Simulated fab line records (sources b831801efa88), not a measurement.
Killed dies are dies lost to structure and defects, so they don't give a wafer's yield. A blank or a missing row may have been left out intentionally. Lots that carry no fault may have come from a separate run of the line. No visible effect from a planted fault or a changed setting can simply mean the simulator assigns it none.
What tool caused it? | flow gf180mcu | 12 lots (36 wafers sampled), 1 step of a 602-step route

## WHAT THE GAUGES READ, wafer by wafer
GF_M5_OVL_MEAS_08.
lot  | measured     | on         | M5_OVL (nm)
L075 | day 26 06:20 | overlay-02 | 3 7 0
L077 | day 26 23:49 | overlay-02 | 4 4 2
L079 | day 27 16:03 | overlay-01 | 8 3 -2
L081 | day 28 17:13 | overlay-02 | 12 7 5
L083 | day 29 05:29 | overlay-02 | 7 9 2
L085 | day 29 19:19 | overlay-01 | -4 -3 1
L087 | day 30 11:01 | overlay-02 | 5 7 11
L089 | day 31 04:41 | overlay-01 | -1 0 1
L091 | day 31 12:59 | overlay-02 | 2 2 -4
L093 | day 32 01:19 | overlay-01 | 12 12 8
L095 | day 32 10:22 | overlay-02 | 11 4 3
L096 | day 32 20:40 | overlay-01 | 0 -4 3

## EACH LOT AND THE TOOL THAT RAN IT (in order: tool; ch and the chambers of the sampled wafers; start)
No process step before these readings appears in the record.

## THE ANSWER, worked out from the rows above alone
Rule: what is usual is taken from the lots themselves. The widest of any qualifying gaps counts: lots, ordered by their means at a reading, are off when they make up no more than a third of the lots, leave a main group of 4 or more, and stand apart from it by 3 or more times the standard deviation of that group's means. Not used: any main group whose means are identical at the precision the tables above print for the reading. Also off: a lot with no number at a reading for which 4 or more lots have one. All remaining lots with rows at the step are treated as sound.
None of the lots is off at any reading shown; this tells nothing.

## WHAT THE SIMULATOR HAD PUT IN
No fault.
